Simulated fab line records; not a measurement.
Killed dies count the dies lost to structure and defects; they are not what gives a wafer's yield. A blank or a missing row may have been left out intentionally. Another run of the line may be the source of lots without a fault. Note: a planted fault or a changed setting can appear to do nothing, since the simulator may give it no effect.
Matching of chambers    flow gf180mcu    GF_V1_CMP_04 on cmp-01: 4 sister chambers
The step polishes SiO2. 4 wafers are shown with their chamber, then 11 later ones without.

WAFERS, EACH WITH ITS CHAMBER
wafer   chamber  motor_current_A (A)
L080.1  3        8.6
L083.1  0        11.6
L083.2  1        11.6
L087.1  2        9.3

WAFERS WITHOUT THEIR CHAMBER
wafer   motor_current_A (A)
L087.4  9.8
L087.5  11.3
L088.2  12.0
L088.3  12.0
L088.4  9.0
L091.1  11.7
L091.3  9.5
L091.4  8.9
L095.1  8.6
L095.3  11.3
L095.5  11.6

THE CHAMBER EACH PASSED THROUGH
wafer    from the rows above       in truth
L087.4   2                         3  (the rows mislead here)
L087.5   can't be placed: 0 or 1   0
L088.2   can't be placed: 0 or 1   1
L088.3   can't be placed: 0 or 1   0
L088.4   can't be placed: 2 or 3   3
L091.1   can't be placed: 0 or 1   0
L091.3   2                         2
L091.4   can't be placed: 3 or 2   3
L095.1   3                         3
L095.3   can't be placed: 0 or 1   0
L095.5   can't be placed: 0 or 1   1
Placed correctly: 2 of 11. Cannot be placed on the basis of these rows: 8; the candidates contain the true chamber in 8. Number placed wrongly: 1.
How it was worked out, from the rows above alone: a wafer's distance from a chamber is the root of the sum, over the readings, of the square of ((its reading less the chamber's mean) divided by the reading's scatter). If the next closest chamber is less than 2 further off than the closest, the wafer can't be placed; otherwise it belongs to the closest. Each chamber's mean is taken over the wafers shown for it. The scatter (one wafer shown for each chamber): square how far every hidden wafer sits from the nearest shown wafer, average those squares and take the square root.
